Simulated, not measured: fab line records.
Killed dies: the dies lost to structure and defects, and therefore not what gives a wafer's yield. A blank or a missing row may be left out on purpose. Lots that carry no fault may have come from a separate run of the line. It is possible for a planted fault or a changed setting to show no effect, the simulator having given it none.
Code-filled problem report in 8D (eight disciplines) form :: flow sky130 :: the parts of the form that need people (team, actions taken, sign-off) are left out

== 1. WHAT IS WRONG ==
Wafers with no fault read 0.854 a.u. with a standard deviation of 0.0048, whereas oes product au at SKY_FIELD_ISO_ETCH_14 reads a mean of 0.832 a.u. on 1 wafer of 1 lot. That is -4.6 standard deviations from the usual mean.
The step: etches BARC in N2/H2, stops on SiO2, time 45.9 s, target depth 60 nm.
The first sign was on wafer L940.5 at day 3 06:44, on rie diel-02. The record has a number at this step for 35 wafers belonging to 12 lots. By rule, "out" or "out of limits" means more than 4 standard deviations away from the usual mean. The rest of the wafers with a number are treated as sound.

== 2. WHAT IT IS, WHAT IT ISN'T ==
question: which readings at this step
is: oes product au, run length s
is not: drypump motor current A, throttle valve pct

question: which lots
is: L940
is not: L935, L939, L941, L942, L949, L950, L952, L953, L955, L956, L958

question: which wafers of those lots
is: L940.5
is not: L940.4, L940.6

question: read on which tools
is: rie diel-02
is not: rie diel-01, rie diel-03

question: when
is: from day 3 06:44
is not: up to then (7 sound wafers); but 27 sound wafers of L941, L942, L949, L950, L952, L953, L955, L956, L958 came after

== 3. WHAT RULES OUT EACH SUSPECT ==
Counting: any tool at a process step up to the reading remains a suspect provided it ran every lot that is out. Sound lots after the first of them don't rule it out here, since some wafers of a struck lot are sound.
- rie diel-02 at SKY_FIELD_ISO_ETCH_14 (etches BARC in N2/H2, stops on SiO2, time 45.9 s, target depth 60 nm): kept. L940, the lot that is out, went through it at day 3 06:44; up to then, the latest sound lot through it was L939 at day 3 01:48. Its own readings are out on those wafers: oes product au, run length s.
- At SKY_FIELD_ISO_ETCH_14 on rie diel-02, chamber 0 took the sound wafers of the same lots and chamber 1 took the wafers that are out.
Remaining after the count: rie diel-02 at SKY_FIELD_ISO_ETCH_14.

== 4. THE CAUSE (what the simulator had put in) ==
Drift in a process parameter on rie diel-02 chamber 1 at SKY_FIELD_ISO_ETCH_14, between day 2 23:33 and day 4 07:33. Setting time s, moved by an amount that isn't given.
After counting, this tool was the only one left.

== 5. SEQUENCE OF EFFECTS, ordered by route ==
Each row: a reading where the mean over the struck wafers with a number is more than 3 standard deviations away from the usual. Only readings whose record carries a usual standard deviation are examined. hours: median over the lots of the time between each lot's start at the first step of this table that gives one and its start at this step. sigmas: the change, counted in usual standard deviations.
hours: 0
step: SKY_FIELD_ISO_ETCH_14
reading: oes product au
usual: 0.854 a.u.
on struck wafers: 0.832
change: -0.022
sigmas: -4.6

hours: 0
step: SKY_FIELD_ISO_ETCH_14
reading: run length s
usual: 74.0 s
on struck wafers: 75.9
change: +1.9
sigmas: +4.3
The process steps in it:
- SKY_FIELD_ISO_ETCH_14: etches BARC in N2/H2, stops on SiO2, time 45.9 s, target depth 60 nm.
Later steps that measure or inspect, where all struck wafers having a row at the step show a number for every such reading and not one has moved that far: SKY_NWELL_OVL_MEAS_23.

== 6. WHAT WOULD HAVE CAUGHT IT SOONER ==
First out-of-limits reading in this record: day 3 06:44, which is 7 hours after fault onset at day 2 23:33.
